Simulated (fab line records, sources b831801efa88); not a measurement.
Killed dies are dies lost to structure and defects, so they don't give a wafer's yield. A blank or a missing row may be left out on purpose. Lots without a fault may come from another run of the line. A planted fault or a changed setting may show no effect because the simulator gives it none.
Tool commonality check | flow gf180mcu | 13 lots, 39 wafers sampled

WHY IT WAS OPENED
At GF_HV_LDD_TW_MEAS_50 the reading HV_LDD_4_TW is flagged on 1 of 13 lots. Wafers without a fault read 565, standard deviation 6.9.
Rule: a lot is flagged when every wafer of it that has a number lies more than 4 standard deviations from that mean, or none has a number. The other lots count as sound.

lot  | measured     | on            | HV_LDD_4_TW, wafer by wafer | flag
L105 | day 13 08:40 | film_metro-03 | 568 572 568                 |
L106 | day 14 03:17 | film_metro-03 | 572 571 569                 |
L108 | day 14 17:21 | film_metro-03 | 571 573 571                 |
L110 | day 16 02:07 | film_metro-01 | 571 571 570                 |
L112 | day 16 04:17 | film_metro-03 | 572 571 573                 |
L111 | day 16 09:16 | film_metro-01 | 572 571 568                 |
L113 | day 16 18:02 | film_metro-01 | 572 569 570                 |
L114 | day 16 19:08 | film_metro-02 | 564 559 562                 |
L116 | day 17 15:29 | film_metro-01 | 30 30 30                    | FLAGGED
L117 | day 18 02:11 | film_metro-02 | 552 556 553                 |
L121 | day 19 05:35 | film_metro-02 | 562 562 559                 |
L122 | day 19 21:23 | film_metro-02 | 560 560 562                 |
L124 | day 20 09:31 | film_metro-01 | 569 565 567                 |
The numbers of the flagged lots are 30 on average: -535 against the usual, or -78 standard deviations.

WHICH TOOL RAN EACH LOT
The record holds 1 process step before the reading, out of a route of 602 steps. In each cell: the tool, then ch and the chambers that the sampled wafers went through, then the start.
lot  | flag    | GF_HV_LDD_EXPOSE_43
L105 |         | iline_stepper-02 ch 0, day 12 22:58
L106 |         | iline_stepper-02 ch 0, day 13 16:42
L108 |         | iline_stepper-01 ch 0, day 14 07:08
L110 |         | iline_stepper-01 ch 0, day 15 15:22
L112 |         | iline_stepper-01 ch 0, day 15 17:34
L111 |         | iline_stepper-01 ch 0, day 15 22:46
L113 |         | iline_stepper-01 ch 0, day 16 07:05
L114 |         | iline_stepper-01 ch 0, day 16 08:12
L116 | FLAGGED | iline_stepper-01 ch 0, day 17 04:02
L117 |         | iline_stepper-02 ch 0, day 17 14:17
L121 |         | iline_stepper-01 ch 0, day 18 17:32
L122 |         | iline_stepper-01 ch 0, day 19 08:43
L124 |         | iline_stepper-02 ch 0, day 19 21:39
What these steps do:
- GF_HV_LDD_EXPOSE_43: exposes mask Pplus HV AREA, target cd 400 nm.
- GF_HV_LDD_TW_MEAS_50

FLAGGED OVER TOTAL, TOOL BY TOOL (the gauges that took the reading come last)
step                 | tool             | lots run | flagged | share of the flagged lots | sound lots run after its first flagged lot
GF_HV_LDD_EXPOSE_43  | iline_stepper-01 | 9        | 1       | all                       | 2 (L121,L122)
GF_HV_LDD_EXPOSE_43  | iline_stepper-02 | 4        | 0       | none                      | -
GF_HV_LDD_TW_MEAS_50 | film_metro-01    | 5        | 1       | all                       | 1 (L124)
GF_HV_LDD_TW_MEAS_50 | film_metro-02    | 4        | 0       | none                      | -
GF_HV_LDD_TW_MEAS_50 | film_metro-03    | 4        | 0       | none                      | -

WHAT THE TABLE ALLOWS
2 rows of the table ran every flagged lot: iline_stepper-01 at GF_HV_LDD_EXPOSE_43, film_metro-01 at GF_HV_LDD_TW_MEAS_50.
- iline_stepper-01 at GF_HV_LDD_EXPOSE_43: 1 of its 9 lots flagged. Sound lots ran on it after the first flagged one (L121, L122), which a lasting fault on the whole tool wouldn't allow.
- film_metro-01 at GF_HV_LDD_TW_MEAS_50: 1 of its 5 lots flagged. Sound lots ran on it after the first flagged one (L124), which a lasting fault on the whole tool wouldn't allow.
No row of the table ran every flagged lot and no sound lot after the first.

WHAT THE SIMULATOR HAD PUT IN
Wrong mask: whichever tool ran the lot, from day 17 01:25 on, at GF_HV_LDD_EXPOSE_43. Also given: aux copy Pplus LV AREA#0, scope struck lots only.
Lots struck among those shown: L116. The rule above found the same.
